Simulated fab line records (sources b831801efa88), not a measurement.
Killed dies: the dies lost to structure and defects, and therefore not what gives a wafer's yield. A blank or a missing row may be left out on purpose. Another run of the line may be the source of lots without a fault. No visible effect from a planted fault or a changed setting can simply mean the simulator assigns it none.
Shared-tool check + flow sky130 + 12 lots and 40 wafers in the sample

## REASON IT WAS OPENED
Of 12 lots, 2 have the reading VIA4_HDPCVD_THK flagged at SKY_VIA4_THK_MEAS_01. Fault-free wafers read 1751 nm, with a standard deviation of 16.
Rule: flag the lot when none of its wafers has a number, or when each of its wafers that has one lies beyond 4 standard deviations from that mean. All remaining lots are regarded as sound.

| lot  | measured     | on            | VIA4_HDPCVD_THK (nm), wafer by wafer | flag    |
|------|--------------|---------------|--------------------------------------|---------|
| L859 | day 42 07:39 | film metro-02 | 1740 1748 1754                       |         |
| L860 | day 42 10:35 | film metro-01 | 1761 1739 1755                       |         |
| L862 | day 43 05:16 | film metro-01 | 1745 1744 1742                       |         |
| L861 | day 43 07:25 | film metro-04 | 1764 1756 1761                       |         |
| L866 | day 43 21:05 | film metro-01 | 1728 1725 1745                       |         |
| L872 | day 45 13:47 | film metro-01 | 1768 1764 1759                       |         |
| L873 | day 45 18:36 | film metro-04 | 1774 1734 1724                       |         |
| L874 | day 46 00:47 | film metro-01 | 1759 1751 1760                       |         |
| L876 | day 46 09:44 | film metro-02 | 1769 1766 1766                       |         |
| L875 | day 46 10:51 | film metro-01 | 1735 1744 1761                       |         |
| L881 | day 47 18:22 | film metro-02 | 1013 999 1013 999                    | FLAGGED |
| L882 | day 47 22:37 | film metro-04 | 1024 1008 1030 1023 1007 1028        | FLAGGED |
The mean of the flagged lots' numbers is 1014 nm, -737 nm from the usual (-46 standard deviations).

## EACH LOT AND THE TOOL IT RAN ON
The record holds 3 process steps before the reading, out of a route of 708 steps. In each cell: the tool, then ch and the chambers that the sampled wafers went through, then the start.
| lot  | flag    | SKY_METAL3_DESCUM_15              | SKY_METAL4_DESCUM_15              | SKY_VIA4_HDPCVD_00               |
|------|---------|-----------------------------------|-----------------------------------|----------------------------------|
| L859 |         | rie metal-01 ch 0, day 39 02:33   | rie metal-04 ch 0,1, day 42 06:33 | hdpcvd-02 ch 1,2, day 42 07:28   |
| L860 |         | rie metal-03 ch 0,1, day 39 04:22 | rie metal-04 ch 0,1, day 42 09:29 | hdpcvd-02 ch 0,2, day 42 10:24   |
| L862 |         | rie metal-03 ch 0,1, day 40 00:57 | rie metal-04 ch 0,1, day 43 04:09 | hdpcvd-02 ch 0,1, day 43 05:04   |
| L861 |         | rie metal-02 ch 0,1, day 40 02:33 | rie metal-04 ch 0,1, day 43 06:17 | hdpcvd-02 ch 0,1,2, day 43 07:13 |
| L866 |         | rie metal-03 ch 0,1, day 40 17:54 | rie metal-04 ch 0,1, day 43 19:54 | hdpcvd-02 ch 0,1, day 43 20:49   |
| L872 |         | rie metal-02 ch 0,1, day 42 13:14 | rie metal-03 ch 0,1, day 45 12:34 | hdpcvd-02 ch 0,1,2, day 45 13:35 |
| L873 |         | rie metal-02 ch 0,1, day 42 20:40 | rie metal-04 ch 0,1, day 45 17:18 | hdpcvd-01 ch 0,1, day 45 18:20   |
| L874 |         | rie metal-01 ch 0,1, day 43 01:42 | rie metal-04 ch 0,1, day 45 23:41 | hdpcvd-02 ch 0,2, day 46 00:36   |
| L876 |         | rie metal-01 ch 0,1, day 43 12:22 | rie metal-04 ch 0,1, day 46 08:31 | hdpcvd-02 ch 0,2, day 46 09:32   |
| L875 |         | rie metal-03 ch 0,1, day 43 12:42 | rie metal-02 ch 0,1, day 46 09:39 | hdpcvd-01 ch 0,1, day 46 10:34   |
| L881 | FLAGGED | rie metal-03 ch 0,1, day 44 23:36 | rie metal-03 ch 1, day 47 17:15   | hdpcvd-02 ch 1,2, day 47 18:10   |
| L882 | FLAGGED | rie metal-01 ch 0,1, day 45 04:13 | rie metal-03 ch 0,1, day 47 21:23 | hdpcvd-02 ch 0,2, day 47 22:25   |
What is done by these steps:
- SKY_METAL3_DESCUM_15: chemistry O2, time 8 s.
- SKY_METAL4_DESCUM_15: chemistry O2, time 8 s.
- SKY_VIA4_HDPCVD_00: deposits SiO2, target thk 1750 nm, time 291.7 s.
- SKY_VIA4_THK_MEAS_01

## FLAGGED AGAINST TOTAL, ONE TOOL AT A TIME (gauges that did the reading follow at the end)
| step                 | tool          | lots run | flagged | share of the flagged lots | sound lots run after its first flagged lot |
|----------------------|---------------|----------|---------|---------------------------|--------------------------------------------|
| SKY_METAL3_DESCUM_15 | rie metal-01  | 4        | 1       | some                      | 0                                          |
| SKY_METAL3_DESCUM_15 | rie metal-02  | 3        | 0       | none                      | -                                          |
| SKY_METAL3_DESCUM_15 | rie metal-03  | 5        | 1       | some                      | 0                                          |
| SKY_METAL4_DESCUM_15 | rie metal-02  | 1        | 0       | none                      | -                                          |
| SKY_METAL4_DESCUM_15 | rie metal-03  | 3        | 2       | all                       | 0                                          |
| SKY_METAL4_DESCUM_15 | rie metal-04  | 8        | 0       | none                      | -                                          |
| SKY_VIA4_HDPCVD_00   | hdpcvd-01     | 2        | 0       | none                      | -                                          |
| SKY_VIA4_HDPCVD_00   | hdpcvd-02     | 10       | 2       | all                       | 0                                          |
| SKY_VIA4_THK_MEAS_01 | film metro-01 | 6        | 0       | none                      | -                                          |
| SKY_VIA4_THK_MEAS_01 | film metro-02 | 3        | 1       | some                      | 0                                          |
| SKY_VIA4_THK_MEAS_01 | film metro-04 | 3        | 1       | some                      | 0                                          |

## WHAT THE TABLE ALLOWS
2 rows of the table ran every flagged lot: rie metal-03 at SKY_METAL4_DESCUM_15, hdpcvd-02 at SKY_VIA4_HDPCVD_00.
- rie metal-03 at SKY_METAL4_DESCUM_15 ran 3 lots, 2 of them flagged. Last sound lot L872 at day 45 12:34, first flagged lot L881 at day 47 17:15; a fault beginning in between fits.
- hdpcvd-02 at SKY_VIA4_HDPCVD_00 ran 10 lots, 2 of them flagged. Last sound lot L876 at day 46 09:32, first flagged lot L881 at day 47 18:10; a fault beginning in between fits.
Counting lots can't tell these 2 tools apart, because each fits a fault that began at some hour. More lots, or a look at what each step does to the wafer, might.

## WHAT THE SIMULATOR PUT IN
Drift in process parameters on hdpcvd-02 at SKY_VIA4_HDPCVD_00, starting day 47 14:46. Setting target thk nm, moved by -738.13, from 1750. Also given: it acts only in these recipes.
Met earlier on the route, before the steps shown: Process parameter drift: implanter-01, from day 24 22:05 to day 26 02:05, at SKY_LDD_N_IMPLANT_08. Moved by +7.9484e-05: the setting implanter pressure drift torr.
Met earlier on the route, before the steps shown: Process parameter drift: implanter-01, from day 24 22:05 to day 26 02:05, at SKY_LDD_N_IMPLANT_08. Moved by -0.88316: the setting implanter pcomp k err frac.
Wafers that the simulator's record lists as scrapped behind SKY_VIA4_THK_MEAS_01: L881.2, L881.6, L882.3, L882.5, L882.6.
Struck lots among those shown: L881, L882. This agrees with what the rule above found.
